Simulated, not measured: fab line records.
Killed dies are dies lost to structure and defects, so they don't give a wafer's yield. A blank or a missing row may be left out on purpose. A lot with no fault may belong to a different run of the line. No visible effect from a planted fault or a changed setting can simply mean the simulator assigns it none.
fab line records -- flow sky130
record lots=5, wafers=15, last-day=50
route steps=708 shown VT_ADJUST_NCORE@121 VT_ADJUST_HVTR@131 VT_ADJUST_PCH@143 SONOS_TUNNEL@154 PAD_OPEN@708
lots that met no fault: from a run of the same line without faults
start-h: hours from the record's first day to the start of the lot's first wafer shown -- wait-h: hours since the lot's step before -- " same as the row above -- L1.1+2: one row covering several wafers at once -- - no value present, or no start provided -- * or withheld: withheld -- < > ~ a bound
route shown NAME@n: names a module that has steps shown in the file, with the first one's number in the route -- usual: the fault-free wafers' mean and standard deviation -- same: alike in all rows -- chamber/n: place in a boat -- sites: each site's reading -- _std_site: standard deviation across them -- _edge_site: the outer-site mean with the inner-site mean subtracted -- radius-mm: for every site, how far away it sits from the centre of the wafer -- mask NAME#n: copy n -- behind: the tool/chamber that last shaped the wafer -- hold: cause of the lot's hold/its duration in hours/its outcome -- device: names the non-switching transistor (n, p or np) -- end of line: the tests these same wafers got at the end of their route -- a step without rows: its recipe alone -- killed: the dies lost at the first sort to structure and to defects; this is not the yield of the wafer -- map: per-die view of a wafer (x killed, . not killed, _ where there is no die)
set.NAME: the run value of the setting; set.NAME@STEP: its run value at that earlier step -- model.NAME: the simulator's own value behind a step, which no gauge read
lots at some steps of the route; a table a step, a row a wafer
## steps
# step SKY_VT_ADJUST_NCORE_COAT_02
# recipe resist=NOVOLAK, spin-rpm=3000, resist-thk-nm=1140
# step SKY_VT_ADJUST_NCORE_SOFTBAKE_03
# recipe temp-c=90, time-s=60, resist=NOVOLAK
# step SKY_VT_ADJUST_NCORE_EXPOSE_04
# recipe mask-id=LVTN_COMPLEMENT_THIN, na=0.6, source-shape=conventional, sigma-outer=0.6, polarization=unpolarized, target-cd-nm=380, dose-mj=139
# step SKY_VT_ADJUST_NCORE_PEB_05
# recipe temp-c=withheld, time-s=*, resist=NOVOLAK
# step SKY_VT_ADJUST_NCORE_DEVELOP_06
# recipe resist=NOVOLAK, developer=TMAH, develop-time-s=60, dev-temp-c=23
# step SKY_VT_ADJUST_NCORE_IMPLANT_09
# recipe species=B, energy-kev=10, dose-cm2=2.4e+12, tilt-deg=withheld
# step SKY_VT_ADJUST_NCORE_STRIP_10
# recipe chemistry=O2/N2, power-w=1400, pressure-mtorr=1500, platen-temp-c=withheld, o2-flow-sccm=3000, n2-flow-sccm=300, overash-fraction=0.5
# step SKY_VT_ADJUST_HVTR_DEHYDRATE_00
# recipe temp-c=200, time-s=60
# step SKY_VT_ADJUST_HVTR_HMDS_01
# recipe prime-time-s=60, prime-temp-c=120
# step SKY_VT_ADJUST_HVTR_COAT_02
# recipe resist=NOVOLAK, spin-rpm=3000, resist-thk-nm=1140
# usual chill-plate-temp-C=23.01/0.11, dispense-pressure-kPa=47.2/1.1
lot.wafer,tool,chamber,start-h,wait-h,chill-plate-temp-C,dispense-pressure-kPa
L306.2,litho-track-03,0,242.68,0.1,22.95,46.6
L306.3,litho-track-03,0,242.68,0.1,22.96,46.6
L306.6,litho-track-03,0,242.68,0.1,22.89,46.6
L307.1,litho-track-03,-,246.06,0.1,-,-
L307.2,litho-track-03,-,246.06,0.1,-,-
L307.4,litho-track-03,-,246.06,0.1,-,-
L308.3,litho-track-03,-,259.51,0.1,-,-
L308.4,litho-track-03,-,259.51,0.1,-,-
L308.6,litho-track-03,-,259.51,0.1,-,-
L309.1,litho-track-03,-,268.16,0.1,-,-
L309.3,litho-track-03,-,268.16,0.1,-,-
L309.5,litho-track-03,-,268.16,0.1,-,-
L322.2,litho-track-02,0,359.16,0.1,22.79,48.6
L322.3,litho-track-02,0,359.16,0.1,22.95,48.6
L322.6,litho-track-02,0,359.16,0.1,22.84,48.6
# step SKY_VT_ADJUST_HVTR_SOFTBAKE_03
# recipe temp-c=90, time-s=60, resist=NOVOLAK
# step SKY_VT_ADJUST_HVTR_EXPOSE_04
# recipe mask-id=HVTRM, target-cd-nm=380, na=0.6, source-shape=conventional, sigma-outer=0.6, dose-mj=150
# step SKY_VT_ADJUST_HVTR_PEB_05
# recipe temp-c=withheld, time-s=*, resist=NOVOLAK
# step SKY_VT_ADJUST_HVTR_DEVELOP_06
# recipe develop-time-s=60, dev-temp-c=23
# step SKY_VT_ADJUST_HVTR_CD_MEAS_07
# recipe target-cd-nm=380
# usual cd-nm=380.1/2.1
lot.wafer,tool,chamber,start-h,wait-h,cd-nm
L306.2,cd-sem-02,-,255.22,0.1,381.4
L306.3,cd-sem-02,-,255.22,0.1,383.9
L306.6,cd-sem-02,-,255.22,0.1,383.0
L307.1,cd-sem-02,-,258.85,0.1,-
L307.2,cd-sem-02,-,258.85,0.1,-
L307.4,cd-sem-02,-,258.85,0.1,-
L308.3,cd-sem-02,-,271.89,0.1,-
L308.4,cd-sem-02,-,271.89,0.1,-
L308.6,cd-sem-02,-,271.89,0.1,-
L309.1,cd-sem-02,-,280.41,0.1,-
L309.3,cd-sem-02,-,280.41,0.1,-
L309.5,cd-sem-02,-,280.41,0.1,-
L322.2,cd-sem-02,-,373.82,0.1,379.7
L322.3,cd-sem-02,-,373.82,0.1,377.8
L322.6,cd-sem-02,-,373.82,0.1,378.7
# step SKY_VT_ADJUST_HVTR_OVL_MEAS_08
# usual VT_ADJUST_HVTR_OVL=-0.4/1.4
lot.wafer,tool,chamber,start-h,wait-h,VT_ADJUST_HVTR_OVL[nm]
L306.2,overlay-02,-,255.33,0.1,0.5
L306.3,overlay-02,-,255.33,0.1,-1.8
L306.6,overlay-02,-,255.33,0.1,-1.8
L307.1,overlay-01,-,258.97,0.1,-
L307.2,overlay-01,-,258.97,0.1,-
L307.4,overlay-01,-,258.97,0.1,-
L308.3,overlay-01,-,271.98,0.1,-
L308.4,overlay-01,-,271.98,0.1,-
L308.6,overlay-01,-,271.98,0.1,-
L309.1,overlay-01,-,280.53,0.1,-
L309.3,overlay-01,-,280.53,0.1,-
L309.5,overlay-01,-,280.53,0.1,-
L322.2,overlay-02,-,373.93,0.1,-0.2
L322.3,overlay-02,-,373.93,0.1,0.5
L322.6,overlay-02,-,373.93,0.1,-0.6
# step SKY_VT_ADJUST_HVTR_IMPLANT_09
# recipe species=B, energy-kev=10, dose-cm2=2.1e+12, tilt-deg=withheld
# step SKY_VT_ADJUST_HVTR_STRIP_10
# recipe chemistry=O2/N2, power-w=1400, pressure-mtorr=1500, platen-temp-c=withheld, o2-flow-sccm=3000, n2-flow-sccm=300, overash-fraction=0.5
# step SKY_VT_ADJUST_PCH_DEHYDRATE_00
# recipe temp-c=200, time-s=60
# step SKY_VT_ADJUST_PCH_HMDS_01
# recipe prime-time-s=60, prime-temp-c=120
# step SKY_VT_ADJUST_PCH_COAT_02
# recipe spin-rpm=2000, resist-thk-nm=3000
# step SKY_VT_ADJUST_PCH_SOFTBAKE_03
# recipe temp-c=110, time-s=withheld
# step SKY_VT_ADJUST_PCH_EXPOSE_04
# recipe mask-id=NWM, na=0.6, source-shape=conventional, sigma-outer=0.6, polarization=unpolarized, target-cd-nm=840, dose-mj=255
# step SKY_VT_ADJUST_PCH_PEB_05
# recipe temp-c=115, time-s=withheld
# step SKY_VT_ADJUST_PCH_DEVELOP_06
# recipe wall-angle-deg=90, developer=TMAH, develop-time-s=60, dev-temp-c=23
# step SKY_VT_ADJUST_PCH_IMPLANT_08
# recipe species=B, energy-kev=10, dose-cm2=5e+11, tilt-deg=withheld
# step SKY_VT_ADJUST_PCH_STRIP_09
# recipe chemistry=O2/N2, power-w=1400, pressure-mtorr=1500, platen-temp-c=withheld, o2-flow-sccm=3000, n2-flow-sccm=300, overash-fraction=0.5
# step SKY_VT_ADJUST_PCH_TW_MEAS_10
# usual VT_ADJUST_PCH_TW=143.2/1.3
lot.wafer,tool,chamber,start-h,wait-h,VT_ADJUST_PCH_TW
L306.2,film-metro-03,-,280.40,0.1,142.4
L306.3,film-metro-03,-,280.40,0.1,142.1
L306.6,film-metro-03,-,280.40,0.1,141.8
L307.1,film-metro-02,-,283.47,0.1,225.1
L307.2,film-metro-02,-,283.47,0.1,225.2
L307.4,film-metro-02,-,283.47,0.1,225.4
L308.3,film-metro-02,-,297.36,0.1,224.7
L308.4,film-metro-02,-,297.36,0.1,226.4
L308.6,film-metro-02,-,297.36,0.1,225.8
L309.1,film-metro-03,-,306.76,0.1,224.0
L309.3,film-metro-03,-,306.76,0.1,221.6
L309.5,film-metro-03,-,306.76,0.1,222.2
L322.2,film-metro-02,-,403.43,0.1,143.6
L322.3,film-metro-02,-,403.43,0.1,143.9
L322.6,film-metro-02,-,403.43,0.1,143.6
# step SKY_SONOS_TUNNEL_DEHYDRATE_00
# recipe temp-c=200, time-s=60
# step SKY_SONOS_TUNNEL_HMDS_01
# recipe prime-time-s=60, prime-temp-c=120
# step SKY_SONOS_TUNNEL_COAT_02
# recipe resist=NOVOLAK, spin-rpm=3000, resist-thk-nm=1140
# step SKY_SONOS_TUNNEL_SOFTBAKE_03
# recipe temp-c=90, time-s=60, resist=NOVOLAK
# step SKY_SONOS_TUNNEL_EXPOSE_04
# recipe mask-id=TUNM, na=0.6, source-shape=conventional, sigma-outer=0.6, polarization=unpolarized, target-cd-nm=410, dose-mj=136
# step SKY_SONOS_TUNNEL_PEB_05
# recipe temp-c=withheld, time-s=*, resist=NOVOLAK
# step SKY_SONOS_TUNNEL_DEVELOP_06
# recipe resist=NOVOLAK, developer=TMAH, develop-time-s=60, dev-temp-c=23
# step SKY_SONOS_TUNNEL_TW_MEAS_12
# usual SONOS_TUNNEL_TW=197.5/1.3
lot.wafer,tool,chamber,start-h,wait-h,SONOS_TUNNEL_TW
L306.2,film-metro-01,-,306.63,0.0,196.9
L306.3,film-metro-01,-,306.63,0.0,196.3
L306.6,film-metro-01,-,306.63,0.0,196.3
L307.1,film-metro-01,-,309.57,0.0,247.7
L307.2,film-metro-01,-,309.57,0.0,248.4
L307.4,film-metro-01,-,309.57,0.0,248.0
L308.3,film-metro-02,-,323.94,0.0,250.8
L308.4,film-metro-02,-,323.94,0.0,250.3
L308.6,film-metro-02,-,323.94,0.0,250.5
L309.1,film-metro-02,-,334.17,0.0,249.9
L309.3,film-metro-02,-,334.17,0.0,250.7
L309.5,film-metro-02,-,334.17,0.0,251.3
L322.2,film-metro-01,-,433.42,0.0,197.6
L322.3,film-metro-01,-,433.42,0.0,196.4
L322.6,film-metro-01,-,433.42,0.0,196.4
# step SKY_PAD_OPEN_PROBE_99
# usual killed_at_M0_to_M3=43/6.7, killed_at_M4_up=3.1/1.9, killed-at-contacts=25/5, killed-at-front-end=15/4, killed-at-other=0.4/0.69, killed-dies=87/9.2, killed-on-rim=17/3.6, killed-open=46/7.1, killed-short=40/6.8
# same gross-dies=492, killed-at-back-side=0
lot.wafer,tool,chamber,start-h,wait-h,killed_at_M0_to_M3,killed_at_M4_up,killed-at-contacts,killed-at-front-end,killed-at-other,killed-dies,killed-on-rim,killed-open,killed-short
L306.2,prober-02,-,1124.57,0.1,38,7,26,9,0,80,12,45,35
L306.3,prober-02,-,1124.62,0.2,38,4,31,18,0,91,15,46,45
L306.6,prober-02,-,1124.77,0.2,53,1,17,9,0,80,17,41,39
L307.1,prober-01,-,1126.96,0.1,39,3,17,432,1,492,96,40,35
L307.2,prober-01,-,1127.01,0.1,33,2,25,432,0,492,96,39,37
L307.4,prober-01,-,1127.11,0.2,32,2,22,436,0,492,96,34,36
L308.3,prober-02,-,1129.61,0.2,46,2,27,417,0,492,96,53,36
L308.4,prober-02,-,1129.66,0.2,47,3,21,421,0,492,96,48,32
L308.6,prober-02,-,1129.76,0.2,44,2,35,411,0,492,96,54,45
L309.1,prober-01,-,1141.32,0.1,53,2,22,415,0,492,96,56,38
L309.3,prober-01,-,1141.42,0.2,45,4,21,422,0,492,96,41,46
L309.5,prober-01,-,1141.52,0.2,51,4,12,424,1,492,96,51,35
# killed by level:class
L306.2 CONTACT:geometric-particle:open=8 VIA3:geometric-particle:open=8 VIA2:geometric-particle:open=7 METAL4:geometric-particle:short=7 LI_CONTACT:geometric-particle:open=6 VIA1:geometric-particle:open=6 LI_CONTACT:geometric-particle:short=4 LOCAL_INTERCONNECT:geometric-particle:short=4
L306.3 CONTACT:geometric-particle:open=10 CONTACT:geometric-particle:short=9 VIA1:geometric-particle:open=8 METAL2:geometric-particle:short=5 VIA2:geometric-particle:open=5 VIA3:geometric-particle:short=5 VIA3:geometric-particle:open=5 FIELD_ISO:geometric-particle:open=4
L306.6 VIA1:geometric-particle:open=12 VIA2:geometric-particle:open=10 METAL2:geometric-particle:short=7 VIA3:geometric-particle:open=6 CONTACT:geometric-particle:open=6 VIA1:geometric-particle:short=5 VIA2:geometric-particle:short=4 METAL1:geometric-particle:short=4
L307.1 VT_ADJUST_HVTR:area-expose=417 VIA1:geometric-particle:open=12 METAL1:geometric-particle:short=7 LI_CONTACT:geometric-particle:short=5 LI_CONTACT:geometric-particle:open=5 CONTACT:geometric-particle:open=5 FIELD_ISO:geometric-particle:open=4 POLY_GATE:geometric-particle:open=4
L307.2 VT_ADJUST_HVTR:area-expose=416 VIA1:geometric-particle:open=8 CONTACT:geometric-particle:open=8 METAL1:geometric-particle:short=7 CONTACT:geometric-particle:short=6 FIELD_ISO:geometric-particle:short=5 VIA2:geometric-particle:open=5 FIELD_ISO:geometric-particle:open=4
L307.4 VT_ADJUST_HVTR:area-expose=422 LI_CONTACT:geometric-particle:open=7 CONTACT:geometric-particle:short=6 VIA1:geometric-particle:open=6 METAL2:geometric-particle:short=5 CONTACT:geometric-particle:open=5 METAL1:geometric-particle:short=5 VIA1:geometric-particle:short=5
L308.3 VT_ADJUST_HVTR:area-expose=403 CONTACT:geometric-particle:open=14 VIA1:geometric-particle:open=13 METAL1:geometric-particle:short=9 VIA2:geometric-particle:open=7 LI_CONTACT:geometric-particle:open=5 VIA3:geometric-particle:short=5 LOCAL_INTERCONNECT:geometric-particle:short=4
L308.4 VT_ADJUST_HVTR:area-expose=411 VIA1:geometric-particle:open=10 VIA2:geometric-particle:open=10 VIA1:geometric-particle:short=7 LI_CONTACT:geometric-particle:open=5 CONTACT:geometric-particle:short=5 POLY_GATE:geometric-particle:open=4 VIA3:geometric-particle:open=4
L308.6 VT_ADJUST_HVTR:area-expose=393 CONTACT:geometric-particle:open=13 VIA1:geometric-particle:open=12 LOCAL_INTERCONNECT:geometric-particle:short=9 LI_CONTACT:geometric-particle:open=7 VIA1:geometric-particle:short=7 FIELD_ISO:geometric-particle:short=6 METAL1:geometric-particle:short=6
L309.1 VT_ADJUST_HVTR:area-expose=397 VIA1:geometric-particle:open=16 VIA3:geometric-particle:open=9 CONTACT:geometric-particle:open=7 VIA3:geometric-particle:short=6 FIELD_ISO:geometric-particle:short=5 VIA1:geometric-particle:short=5 FIELD_ISO:geometric-particle:open=4
L309.3 VT_ADJUST_HVTR:area-expose=404 VIA3:geometric-particle:open=8 METAL1:geometric-particle:short=7 CONTACT:geometric-particle:open=6 VIA1:geometric-particle:short=5 FIELD_ISO:geometric-particle:open=5 POLY_GATE:geometric-particle:short=5 LI_CONTACT:geometric-particle:open=5
L309.5 VT_ADJUST_HVTR:area-expose=404 VIA1:geometric-particle:open=15 VIA3:geometric-particle:open=10 METAL1:geometric-particle:short=7 VIA1:geometric-particle:short=7 CONTACT:geometric-particle:open=6 LI_CONTACT:geometric-particle:open=4 VIA2:geometric-particle:open=4
# map L307.1 (x killed, . not)
__________xxxxxxxxxx_________
________xxxxxxxxxxxxxx_______
______xxxxxxxxxxxxxxxxxx_____
_____xxxxxxxxxxxxxxxxxxxx____
____xxxxxxxxxxxxxxxxxxxxxx___
___xxxxxxxxxxxxxxxxxxxxxxxx__
__xxxxxxxxxxxxxxxxxxxxxxxxxx_
_xxxxxxxxxxxxxxxxxxxxxxxxxxxx
_xxxxxxxxxxxxxxxxxxxxxxxxxxxx
_xxxxxxxxxxxxxxxxxxxxxxxxxxxx
_xxxxxxxxxxxxxxxxxxxxxxxxxxxx
_xxxxxxxxxxxxxxxxxxxxxxxxxxxx
_xxxxxxxxxxxxxxxxxxxxxxxxxxxx
_xxxxxxxxxxxxxxxxxxxxxxxxxxxx
_xxxxxxxxxxxxxxxxxxxxxxxxxxxx
__xxxxxxxxxxxxxxxxxxxxxxxxxx_
___xxxxxxxxxxxxxxxxxxxxxxxx__
____xxxxxxxxxxxxxxxxxxxxxx___
_____xxxxxxxxxxxxxxxxxxxx____
______xxxxxxxxxxxxxxxxxx_____
________xxxxxxxxxxxxxx_______
__________xxxxxxxxxx_________
# map L308.3 (x killed, . not)
__________xxxxxxxxxx_________
________xxxxxxxxxxxxxx_______
______xxxxxxxxxxxxxxxxxx_____
_____xxxxxxxxxxxxxxxxxxxx____
____xxxxxxxxxxxxxxxxxxxxxx___
___xxxxxxxxxxxxxxxxxxxxxxxx__
__xxxxxxxxxxxxxxxxxxxxxxxxxx_
_xxxxxxxxxxxxxxxxxxxxxxxxxxxx
_xxxxxxxxxxxxxxxxxxxxxxxxxxxx
_xxxxxxxxxxxxxxxxxxxxxxxxxxxx
_xxxxxxxxxxxxxxxxxxxxxxxxxxxx
_xxxxxxxxxxxxxxxxxxxxxxxxxxxx
_xxxxxxxxxxxxxxxxxxxxxxxxxxxx
_xxxxxxxxxxxxxxxxxxxxxxxxxxxx
_xxxxxxxxxxxxxxxxxxxxxxxxxxxx
__xxxxxxxxxxxxxxxxxxxxxxxxxx_
___xxxxxxxxxxxxxxxxxxxxxxxx__
____xxxxxxxxxxxxxxxxxxxxxx___
_____xxxxxxxxxxxxxxxxxxxx____
______xxxxxxxxxxxxxxxxxx_____
________xxxxxxxxxxxxxx_______
__________xxxxxxxxxx_________
## key
first-sign step=SKY_VT_ADJUST_HVTR_COAT_02, reading=tool-record, direction=missing
effect step=SKY_VT_ADJUST_HVTR_CD_MEAS_07, reading=cd-nm, direction=missing
effect step=SKY_VT_ADJUST_HVTR_OVL_MEAS_08, reading=VT_ADJUST_HVTR_OVL, direction=missing
effect step=SKY_VT_ADJUST_PCH_TW_MEAS_10, reading=VT_ADJUST_PCH_TW, direction=up, sigmas=63, usual=143.2, struck=224.5
effect step=SKY_SONOS_TUNNEL_TW_MEAS_12, reading=SONOS_TUNNEL_TW, direction=up, sigmas=40, usual=197.5, struck=249.7
effect step=SKY_PAD_OPEN_PROBE_99, reading=killed-at-front-end, direction=up, sigmas=99+, usual=15, struck=423
more-kills-born-at SKY_VT_ADJUST_HVTR_EXPOSE_04@iline-stepper-01=3667
met-at SKY_VT_ADJUST_HVTR_COAT_02
struck-wafers L307.1,L307.2,L307.4,L308.3,L308.4,L308.6,L309.1,L309.3,L309.5
tester-left-out L307,L308,L309
onset-between 242.68 246.06
fault kind=skipped-step-whole, tool=litho-track-03, chamber=-, onset-h=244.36, steps=SKY_VT_ADJUST_HVTR_COAT_02, scope=struck-lots-only
# tester-left-out: of these lots the tester's yield and bins aren't shown, on N5 and GAA mostly nor the transistor test; their killed dies are dies lost to structure and defects alone, not to doping, threshold or leakage, so they don't give the yield
